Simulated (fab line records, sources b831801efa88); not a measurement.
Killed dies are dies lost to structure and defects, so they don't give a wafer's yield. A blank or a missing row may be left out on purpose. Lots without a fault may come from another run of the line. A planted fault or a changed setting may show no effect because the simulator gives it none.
Chamber matching | flow gf180mcu | GF_V5_CVD_00 on hdpcvd-01: 3 sister chambers
The step deposits SiO2, target thk 300 nm, time 50 s. 16 wafers are shown with their chamber, then 7 later ones without.

WAFERS WITH THEIR CHAMBER
wafer  | chamber | sih4_flow_sccm (sccm)
L253.1 | 2       | 59.89
L253.3 | 0       | 60.04
L253.4 | 0       | 60.14
L257.1 | 1       | 59.94
L257.2 | 2       | 59.93
L257.4 | 2       | 60.13
L259.1 | 1       | 59.84
L259.3 | 2       | 60.16
L259.4 | 0       | 60.23
L260.1 | 0       | 60.30
L260.3 | 1       | 59.98
L261.3 | 0       | 60.19
L261.5 | 0       | 59.90
L262.6 | 0       | 60.24
L273.1 | 2       | 59.98
L273.2 | 1       | 60.27

SIGNATURES (means of the wafers above)
reading        | chamber 0 | chamber 1 | chamber 2 | scatter within a chamber
sih4_flow_sccm | 60.1486   | 60.0075   | 60.0180   | 0.145
Rule: a wafer's distance from a chamber is the root of the sum, over the readings, of the square of ((its reading less the chamber's mean) divided by the reading's scatter). The wafer belongs to the nearest chamber; if the next one is less than 2 further off, it can't be placed. The scatter: the root of (the sum of the squares of (reading less its chamber's mean) over the shown wafers, divided by (wafers less chambers)).

WAFERS WITHOUT THEIR CHAMBER
wafer  | sih4_flow_sccm (sccm)
L273.4 | 60.15
L274.2 | 59.98
L274.5 | 60.07
L274.6 | 60.29
L272.1 | 59.96
L272.2 | 59.73
L272.5 | 59.75

WHICH CHAMBER EACH WENT THROUGH
wafer  | from the rows above          | in truth
L273.4 | can't be placed: 0 or 2 or 1 | 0
L274.2 | can't be placed: 1 or 2 or 0 | 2
L274.5 | can't be placed: 2 or 1 or 0 | 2
L274.6 | can't be placed: 0 or 2 or 1 | 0
L272.1 | can't be placed: 1 or 2 or 0 | 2
L272.2 | can't be placed: 1 or 2 or 0 | 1
L272.5 | can't be placed: 1 or 2 or 0 | 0
Placed correctly: 0 of 7. Can't be placed from these rows: 7 (the true chamber is among the candidates in 7). Placed wrongly: 0.
